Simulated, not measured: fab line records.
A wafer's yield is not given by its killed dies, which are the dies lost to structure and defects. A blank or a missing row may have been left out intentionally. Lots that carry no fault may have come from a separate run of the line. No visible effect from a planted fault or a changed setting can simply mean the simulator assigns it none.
A struck lot beside a sound one :: flow sky130 :: 15 out of 708 route steps
Sound: wafers L807.1, L807.2, L807.5. Wafers L816.3, L816.5, L816.6 were the ones struck. At the end, the cause is stated.
Order at every step that has rows: each side's tool, ch and its chambers, its first start. Under that, the readings that differ: sound wafers :: struck wafers :: difference of the means :: sigmas: that difference in standard deviations of wafers without a fault.
alike: readings whose means differ by less than 2 such deviations, and words and numbers that are the same on both sides. not compared: withheld readings, readings that some wafer has no value for, bounds like >300 that may hide the same value, and numbers for which the record gives no deviation and whose values overlap.
Wherever a step has rows on one side only, a row that says differs or no value, or a row with sigmas, the two part there. Numbers that have no deviation but don't overlap get no sigmas and don't part them. Lack of a reading on every wafer of one side parts them only where that side has two or more wafers.

first, 4 steps without rows for these wafers: SKY_LI_CONTACT_SOFTBAKE_08 (time 90 s); SKY_LI_CONTACT_EXPOSE_09 (exposes mask LICM1, target cd 170 nm); SKY_LI_CONTACT_PEB_10; SKY_LI_CONTACT_DEVELOP_11 (develop time 60 s).
SKY_LI_CONTACT_CD_MEAS_12 targets a cd of 170 nm.
  sound: cd sem-02 at day 31 05:00; struck: cd sem-01 at day 33 21:05
  alike: cd nm
SKY_LI_CONTACT_OVL_MEAS_13:
  sound: overlay-01 at day 31 05:07; struck: overlay-01 at day 33 21:11
reading: LI_CONTACT_OVL (nm)
sound: -11 -14 -16
struck: 2 -3 -2
difference: +13
sigmas: +2
SKY_LI_CONTACT_ETCH_14: etches BARC in N2/H2, stops on SiO2, time 45.9 s, target depth 60 nm.
  sound on rie diel-01 ch 0,3, day 31 05:09; struck on rie diel-01 ch 0,3, day 33 21:12
  alike: drypump motor current A, oes product au, rf fwd power W, throttle valve pct
  not compared: rf hours counter h
SKY_LI_CONTACT_ETCH_15: etches PSG in C4F8/O2/Ar, stops on Si, target depth 600 nm.
  sound on rie diel-01 ch 0,3, day 31 05:11; struck on rie diel-01 ch 0,3, day 33 21:14
  alike: oes product au, rf fwd power W
SKY_LI_CONTACT_STRIP_16: strips in O2/N2.
  sound on plasma asher-03 ch 0,1, day 31 05:17; struck on plasma asher-03 ch 0,1, day 33 21:22
  alike: drypump motor current A, oes product au, strip time to endpoint s
  not compared: rf hours counter h
then, 2 steps without rows for these wafers: SKY_LI_CONTACT_CLEAN_17 (cleans in NMP, time 600 s); SKY_LI_CONTACT_PRE_CLEAN_18 (time 5.6 s).
SKY_LI_CONTACT_SPUTTER_19: material Ti, target thk 20 nm, time 106.37 s.
  sound: pvd sputter-03 at day 31 05:35; struck: pvd sputter-03 at day 33 21:48
  alike: cathode dc power W, chamber pressure pa, substrate temp c, throttle valve pct
SKY_LI_CONTACT_SPUTTER_20: material TiN, target thk 20 nm, time 80 s.
  sound: pvd sputter-03 at day 31 05:40; struck: pvd sputter-03 at day 33 21:53
  no value came back on the struck wafers for cathode dc power W (W), chamber pressure pa (Pa), throttle valve pct (%); on the sound wafers cathode dc power W (W) reads 4000.5 3999.5 4000.6
SKY_LI_CONTACT_CVD_21: deposits W, target thk 400 nm, time 120.56 s.
  sound on cvd w-02 ch 0,1, day 31 05:44; struck on cvd w-01 ch 0,1, day 33 21:59
  alike: heater power w
-- here the record skips 15 days between the struck wafers' starts before and after, leaving off in module LI_CONTACT and picking up in module PAD_OPEN (first step shown: number 708 of the route) --
SKY_PAD_OPEN_PROBE_99:
  sound: prober-02 at day 47 08:11; struck: prober-02 at day 49 05:22
reading: killed at contacts
sound: 26 27 21
struck: 429 431 424
difference: +403
sigmas: +81

reading: killed dies
sound: 78 84 88
struck: 492 492 492
difference: +409
sigmas: +44

reading: killed on rim
sound: 13 16 16
struck: 96 96 96
difference: +81
sigmas: +23
  alike: killed_at_M0_to_M3, killed_at_M4_up, killed at front end, killed at other, killed open, killed short

WHERE THEY PART
First at SKY_LI_CONTACT_OVL_MEAS_13; last, within this record, at SKY_PAD_OPEN_PROBE_99.

WHY: what the simulator had put in
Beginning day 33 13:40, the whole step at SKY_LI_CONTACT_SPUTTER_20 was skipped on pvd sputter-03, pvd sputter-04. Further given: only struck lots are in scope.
